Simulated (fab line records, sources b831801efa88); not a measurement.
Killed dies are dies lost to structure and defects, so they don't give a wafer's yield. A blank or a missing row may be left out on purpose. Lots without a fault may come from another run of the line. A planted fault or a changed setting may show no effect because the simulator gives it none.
fab line records | flow sky130
record lots=14 wafers=42 last_day=50
route steps=708 shown SD_P@326 SD_N@350 RES_XHIGH@360 LI_CONTACT@385 PAD_OPEN@708
lots that met no fault: from a run of the same line without faults
start_h: hours from the record's first day to the start of the lot's first wafer shown | wait_h: hours since the lot's step before | " the same as in the row above | L1.1+2: a row that stands for several wafers | - no value, or no start given | * or withheld: withheld | < > ~ a bound
route shown NAME@n: a module of which the file shows steps, and the number in the route of the first | usual: mean/standard deviation of fault-free wafers | same: alike in all rows | chamber/n: place in a boat | sites: the reading at each site | _std_site: their standard deviation | _edge_site: outer sites' mean less inner sites' | radius_mm: how far each site lies from the wafer's centre | mask NAME#n: copy n | behind: the tool/chamber that last shaped the wafer | hold: why the lot was held/for how many hours/how that ended | device: the transistor (n, p or np) that didn't switch | end of line: the same wafers' tests at the end of the route | a step without rows: its recipe alone | killed: dies lost to structure and defects at the first sort, not the wafer's yield | map: a wafer's dies, x killed, . not, _ none there
set.NAME: the setting as run; set.NAME@STEP: as run at that earlier step | model.NAME: the simulator's own value behind a step, which no gauge read
steps of the route over a sample of lots; a table a step, a row a wafer
## steps
# step SKY_SD_P_DEVELOP_06
# recipe resist=NOVOLAK developer=TMAH develop_time_s=60 dev_temp_c=23
# usual developer_temp_C=22.97/0.096
# columns lot.wafer tool chamber start_h wait_h developer_temp_C
L888.1 litho_track-01 0 569.46 0.1 22.89
L888.3 " 0 " " 22.95
L888.5 " 0 " " 23.06
L889.4 litho_track-02 0 585.03 0.1 23.18
L889.5 " 0 " " 23.04
L889.6 " 0 " " 22.97
L892.1 litho_track-01 0 622.56 0.1 22.84
L892.2 " 0 " " 22.92
L892.3 " 0 " " 22.82
L894.2 litho_track-04 0 645.16 0.1 22.94
L894.3 " 0 " " 23.03
L894.4 " 0 " " 23.05
L896.1 litho_track-04 0 662.94 0.1 22.96
L896.2 " 0 " " 22.81
L896.5 " 0 " " 22.97
L898.3 litho_track-02 0 670.11 0.1 22.93
L898.5 " 0 " " 22.91
L898.6 " 0 " " 22.99
L897.1 litho_track-01 0 671.81 0.1 23.08
L897.3 " 0 " " 23.11
L897.5 " 0 " " 23.03
L899.3 litho_track-02 0 673.06 0.1 22.93
L899.4 " 0 " " 23.06
L899.6 " 0 " " 23.01
L900.1 litho_track-04 0 682.59 0.1 23.02
L900.3 " 0 " " 22.91
L900.4 " 0 " " 23.07
L901.3 litho_track-02 0 692.56 0.1 23.74
L901.4 " 0 " " 23.63
L901.6 " 0 " " 23.78
L902.1 litho_track-02 0 697.46 0.1 23.64
L902.2 " 0 " " 23.61
L902.4 " 0 " " 23.77
L904.3 litho_track-01 0 730.76 0.1 22.95
L904.5 " 0 " " 23.03
L904.6 " 0 " " 23.01
L905.2 litho_track-04 0 731.06 0.1 23.05
L905.4 " 0 " " 23.10
L905.5 " 0 " " 22.95
L910.1 litho_track-04 0 778.89 0.1 22.95
L910.3 " 0 " " 22.99
L910.6 " 0 " " 23.06
# step SKY_SD_N_OVL_MEAS_08
# usual SD_N_OVL=-1.2/1.5
# columns lot.wafer tool chamber start_h wait_h SD_N_OVL[nm]
L888.1 overlay-01 - 628.29 0.1 -0.7
L888.3 " - " " -1.5
L888.5 " - " " -1.2
L889.4 overlay-02 - 642.90 0.1 -0.6
L889.5 " - " " 0.6
L889.6 " - " " -0.9
L892.1 overlay-02 - 678.78 0.1 -0.3
L892.2 " - " " -1.0
L892.3 " - " " 1.2
L894.2 overlay-02 - 699.34 0.1 -1.2
L894.3 " - " " 0.4
L894.4 " - " " 0.9
L896.1 overlay-01 - 716.29 0.1 0.0
L896.2 " - " " -0.3
L896.5 " - " " -1.1
L898.3 overlay-02 - 724.24 0.1 -1.0
L898.5 " - " " -2.1
L898.6 " - " " -1.7
L897.1 overlay-01 - 726.26 0.1 -0.5
L897.3 " - " " -0.3
L897.5 " - " " -1.9
L899.3 overlay-02 - 727.70 0.1 -2.6
L899.4 " - " " -2.3
L899.6 " - " " -3.1
L900.1 overlay-02 - 737.99 0.1 0.8
L900.3 " - " " 1.0
L900.4 " - " " 1.4
L901.3 overlay-01 - 747.44 0.1 -3.8
L901.4 " - " " -3.5
L901.6 " - " " -4.1
L902.1 overlay-01 - 751.36 0.1 -1.8
L902.2 " - " " -1.4
L902.4 " - " " -2.4
L904.3 overlay-01 - 784.75 0.1 -0.3
L904.5 " - " " -1.3
L904.6 " - " " -2.2
L905.2 overlay-01 - 785.05 0.1 -2.7
L905.4 " - " " -2.2
L905.5 " - " " -4.3
L910.1 overlay-02 - 832.19 0.1 -0.9
L910.3 " - " " -0.2
L910.6 " - " " -2.2
# step SKY_SD_N_RS_MEAS_18
# recipe thk_meas_gauge=four-point-probe
# usual RES_XHIGH_RS=333.7/1.3
# columns lot.wafer tool chamber start_h wait_h RES_XHIGH_RS[ohm/sq]
L888.1 film_metro-02 - 629.25 0.1 333.4
L888.3 " - " " 335.0
L888.5 " - " " 333.9
L889.4 film_metro-01 - 643.90 0.1 332.7
L889.5 " - " " 332.7
L889.6 " - " " 331.9
L892.1 film_metro-02 - 679.75 0.1 332.2
L892.2 " - " " 332.5
L892.3 " - " " 333.7
L894.2 film_metro-02 - 700.31 0.1 332.9
L894.3 " - " " 333.8
L894.4 " - " " 332.8
L896.1 film_metro-04 - 717.29 0.1 334.0
L896.2 " - " " 335.1
L896.5 " - " " 334.3
L898.3 film_metro-01 - 725.23 0.1 333.4
L898.5 " - " " 333.3
L898.6 " - " " 333.6
L897.1 film_metro-02 - 727.22 0.1 334.6
L897.3 " - " " 334.6
L897.5 " - " " 333.0
L899.3 film_metro-01 - 728.69 0.1 335.2
L899.4 " - " " 335.0
L899.6 " - " " 334.5
L900.1 film_metro-02 - 738.95 0.1 333.9
L900.3 " - " " 334.4
L900.4 " - " " 333.5
L901.3 film_metro-04 - 748.44 0.1 335.7
L901.4 " - " " 335.8
L901.6 " - " " 336.5
L902.1 film_metro-04 - 752.32 0.1 333.0
L902.2 " - " " 333.7
L902.4 " - " " 334.5
L904.3 film_metro-02 - 785.74 0.1 333.9
L904.5 " - " " 335.0
L904.6 " - " " 334.2
L905.2 film_metro-01 - 786.02 0.1 332.7
L905.4 " - " " 332.8
L905.5 " - " " 333.2
L910.1 film_metro-01 - 833.16 0.1 332.8
L910.3 " - " " 332.9
L910.6 " - " " 334.3
# step SKY_LI_CONTACT_THK_MEAS_23
# recipe thk_meas_gauge=xrf reads=W_of_LI_CONTACT_CVD_21
# usual LI_CONTACT_W_THK=399/8.4
# columns lot.wafer tool chamber start_h wait_h LI_CONTACT_W_THK[nm]
L888.1 film_metro-02 - 659.17 0.1 400
L888.3 " - " " 404
L888.5 " - " " 403
L889.4 film_metro-04 - 672.71 0.1 404
L889.5 " - " " 407
L889.6 " - " " 416
L892.1 film_metro-01 - 708.83 0.1 392
L892.2 " - " " 393
L892.3 " - " " 388
L894.2 film_metro-02 - 728.24 0.1 398
L894.3 " - " " 388
L894.4 " - " " 387
L896.1 film_metro-04 - 747.27 0.1 411
L896.2 " - " " 407
L896.5 " - " " 411
L898.3 film_metro-04 - 753.24 0.1 413
L898.5 " - " " 418
L898.6 " - " " 416
L897.1 film_metro-04 - 755.04 0.1 410
L897.3 " - " " 406
L897.5 " - " " 409
L899.3 film_metro-01 - 756.77 0.1 400
L899.4 " - " " 397
L899.6 " - " " 395
L900.1 film_metro-01 - 767.63 0.1 395
L900.3 " - " " 395
L900.4 " - " " 396
L901.3 film_metro-01 - 776.75 0.1 393
L901.4 " - " " 400
L901.6 " - " " 393
L902.1 film_metro-02 - 780.87 0.1 406
L902.2 " - " " 397
L902.4 " - " " 401
L904.3 film_metro-02 - 814.01 0.1 395
L904.5 " - " " 400
L904.6 " - " " 403
L905.2 film_metro-04 - 814.35 0.1 390
L905.4 " - " " 400
L905.5 " - " " 398
L910.1 film_metro-02 - 861.23 0.1 392
L910.3 " - " " 396
L910.6 " - " " 388
# step SKY_PAD_OPEN_PROBE_99
# usual killed_at_M0_to_M3=43/6.6 killed_at_M4_up=3.1/1.6 killed_at_contacts=23/5.6 killed_at_front_end=15/4.2 killed_at_other=0.2/0.43 killed_dies=85/9.3 killed_open=46/6.6 killed_short=39/6.2
# same gross_dies=492 killed_at_back_side=0
# columns lot.wafer tool chamber start_h wait_h killed_at_M0_to_M3 killed_at_M4_up killed_at_contacts killed_at_front_end killed_at_other killed_dies killed_open killed_short
L889.4 prober-02 - 1066.54 0.2 45 5 12 15 0 77 39 38
L889.5 prober-02 - 1066.59 0.2 46 4 16 11 0 77 44 33
L889.6 prober-02 - 1066.64 0.2 47 5 27 9 0 88 45 43
# killed by level:class
L889.4 VIA1:geometric_particle:open=14 METAL1:geometric_particle:short=10 VIA3:geometric_particle:open=7 CONTACT:geometric_particle:open=6 POLY_GATE:geometric_particle:short=4 VIA2:geometric_particle:short=4 VIA3:geometric_particle:short=4 METAL4:geometric_particle:short=4
L889.5 VIA1:geometric_particle:open=11 VIA3:geometric_particle:open=8 LI_CONTACT:geometric_particle:open=7 VIA2:geometric_particle:open=7 METAL1:geometric_particle:short=5 VIA1:geometric_particle:short=5 METAL4:geometric_particle:short=4 POLY_GATE:geometric_particle:open=3
L889.6 LI_CONTACT:geometric_particle:open=13 VIA1:geometric_particle:open=11 FIELD_ISO:geometric_particle:short=6 METAL1:geometric_particle:short=6 VIA3:geometric_particle:open=5 CONTACT:geometric_particle:open=5 CONTACT:geometric_particle:short=5 VIA1:geometric_particle:short=5
## key
first_sign step=SKY_SD_P_DEVELOP_06 reading=developer_temp_C direction=up sigmas=7.5 usual=* struck=*
effect none on later readings
met_at SKY_SD_P_DEVELOP_06
struck_lots L901,L902
tester_left_out L901,L902
not_acting_at SKY_SD_N_OVL_MEAS_08,SKY_SD_N_RS_MEAS_18,SKY_LI_CONTACT_THK_MEAS_23
onset_between 673.06 692.56
fault kind=process_parameter_drift tool=litho_track-02 chamber=- onset_h=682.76 steps=SKY_SD_P_DEVELOP_06 channel=dev_temp_c offset=* shape=step end_h=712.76 acts_in=* stated=*
# tester_left_out: of these lots the tester's yield and bins aren't shown, on N5 and GAA mostly nor the transistor test; their killed dies are dies lost to structure and defects alone, not to doping, threshold or leakage, so they don't give the yield
